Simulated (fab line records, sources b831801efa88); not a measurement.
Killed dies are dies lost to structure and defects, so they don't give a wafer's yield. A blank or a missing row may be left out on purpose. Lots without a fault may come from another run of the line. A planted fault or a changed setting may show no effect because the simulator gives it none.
Chamber matching | flow gf180mcu | GF_CONTACT_CVD_02 on pecvd-03: 3 sister chambers
The step deposits SiO2 from TEOS, target thk 860 nm, time 95.992 s. 6 wafers are shown with their chamber, then 9 later ones without.

WAFERS WITH THEIR CHAMBER
wafer  | chamber | heater_power_w (W) | rf_fwd_power_W (W)
L081.5 | 2       | 819                | 595.4
L084.1 | 0       | 729                | 596.3
L084.6 | 0       | 747                | 596.9
L088.3 | 1       | 684                | 592.4
L088.5 | 1       | 723                | 593.3
L088.6 | 2       | 871                | 595.2

WAFERS WITHOUT THEIR CHAMBER
wafer  | heater_power_w (W) | rf_fwd_power_W (W)
L094.4 | 631                | 591.5
L094.5 | 825                | 594.3
L094.6 | 728                | 591.6
L096.1 | 719                | 595.1
L096.2 | 789                | 596.3
L096.3 | 657                | 595.5
L097.1 | 711                | 593.4
L097.3 | 712                | 597.1
L097.5 | 784                | 592.3

WHICH CHAMBER EACH WENT THROUGH
wafer  | from the rows above          | in truth
L094.4 | 1                            | 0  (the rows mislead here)
L094.5 | 2                            | 2
L094.6 | 1                            | 1
L096.1 | can't be placed: 0 or 2 or 1 | 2
L096.2 | can't be placed: 0 or 2      | 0
L096.3 | 0                            | 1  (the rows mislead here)
L097.1 | 1                            | 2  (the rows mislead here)
L097.3 | 0                            | 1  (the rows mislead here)
L097.5 | 1                            | 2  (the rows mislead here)
Placed correctly: 2 of 9. Can't be placed from these rows: 2 (the true chamber is among the candidates in 2). Placed wrongly: 5.
How it was worked out, from the rows above alone: a wafer's distance from a chamber is the root of the sum, over the readings, of the square of ((its reading less the chamber's mean) divided by the reading's scatter). The wafer belongs to the nearest chamber; if the next one is less than 2 further off, it can't be placed. A chamber's mean is the mean of its shown wafers. The scatter: the root of (the sum of the squares of (reading less its chamber's mean) over the shown wafers, divided by (wafers less chambers)).
